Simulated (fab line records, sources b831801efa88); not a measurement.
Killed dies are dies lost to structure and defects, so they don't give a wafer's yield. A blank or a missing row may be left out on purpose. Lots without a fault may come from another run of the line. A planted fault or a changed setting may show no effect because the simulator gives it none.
A struck lot beside a sound one | flow gf180mcu | 14 steps out of a route of 602
Sound: wafers L916.1, L916.2, L916.6. Struck: wafer L928.1. (L928.2 of the same lot was not struck and is left out.) The cause comes at the end.
At each step with rows: each side's tool, then ch and its chambers, then its first start. Under that, the readings that differ: sound wafers | struck wafers | difference of the means | sigmas: that difference in standard deviations of wafers without a fault.
alike: readings whose means differ by less than 2 such deviations, and words and numbers that are the same on both sides. not compared: withheld readings, readings that some wafer has no value for, bounds like >300 that may hide the same value, and numbers for which the record gives no deviation and whose values overlap.
The two part at a step that has a row with sigmas, a row that says differs or no value, or rows on one side only. Numbers that don't overlap but have no deviation are shown without sigmas and don't part them. A reading that every wafer of one side lacks parts them only if that side has two wafers or more.

first, 5 steps without rows for these wafers: GF_V1_COAT_09 (resist thk 1000 nm); GF_V1_SOFTBAKE_10 (time 60 s); GF_V1_EXPOSE_11 (exposes mask Via1, target cd 260 nm); GF_V1_PEB_12 (peb time 90 s); GF_V1_DEVELOP_13 (develop time 60 s).
GF_V1_CD_MEAS_14: target cd 260 nm.
  sound on cd_sem-01, day 18 06:16; struck on cd_sem-02, day 22 10:53
  alike: cd_nm
GF_V1_OVL_MEAS_15:
  sound on overlay-01, day 18 06:23; struck on overlay-01, day 22 11:00
  alike: V1_OVL
GF_V1_ETCH_16: etches BARC in N2/H2.
  sound on rie_diel-01 ch 0,2,3, day 18 06:26; struck on rie_diel-03 ch 2, day 22 11:02
  reading                | sound                | struck | difference | sigmas
  throttle_valve_pct (%) | 13.241 13.241 13.223 | 13.212 | -0.023     | -2
  alike: drypump_motor_current_A, oes_product_au
GF_V1_ETCH_17: etches SiO2 in C4F8/O2/Ar, stops on TiN, target depth 630 nm.
  sound on rie_diel-01 ch 0,2,3; struck on rie_diel-03 ch 2
  alike: oes_product_au
GF_V1_STRIP_18: strips in O2/N2.
  sound on plasma_asher-03 ch 0,1, day 18 06:34; struck on plasma_asher-03 ch 0, day 22 11:10
  reading               | sound             | struck | difference | sigmas
  oes_product_au (a.u.) | 0.588 0.597 0.597 | 0.584  | -0.010     | -2
  alike: drypump_motor_current_A, heater_power_w
  not compared: rf_hours_counter_h
then, 2 steps without rows for these wafers: GF_V1_STRIP_19 (strips in post etch residue remover, time 1200 s); GF_V1_CLEAN_20 (cleans in DIW).
GF_V1_SPUTTER_21: material Ti, target thk 15 nm, time 80.02 s.
  sound on pvd_sputter-01, day 18 07:05; struck on pvd_sputter-03, day 22 11:41
  alike: chamber_pressure_pa, throttle_valve_pct
  not compared: model.Ti_of_V1_SPUTTER_21.thk_nm
GF_V1_SPUTTER_22: material TiN, target thk 10 nm, time 40 s.
  sound on pvd_sputter-01, day 18 07:09; struck on pvd_sputter-03, day 22 11:46
  alike: chamber_pressure_pa, throttle_valve_pct

WHERE THEY PART
First at GF_V1_ETCH_16; last, within this record, at GF_V1_STRIP_18. Later steps at which nothing parts them and some readings are alike: GF_V1_SPUTTER_21, GF_V1_SPUTTER_22.

WHY: what the simulator had put in
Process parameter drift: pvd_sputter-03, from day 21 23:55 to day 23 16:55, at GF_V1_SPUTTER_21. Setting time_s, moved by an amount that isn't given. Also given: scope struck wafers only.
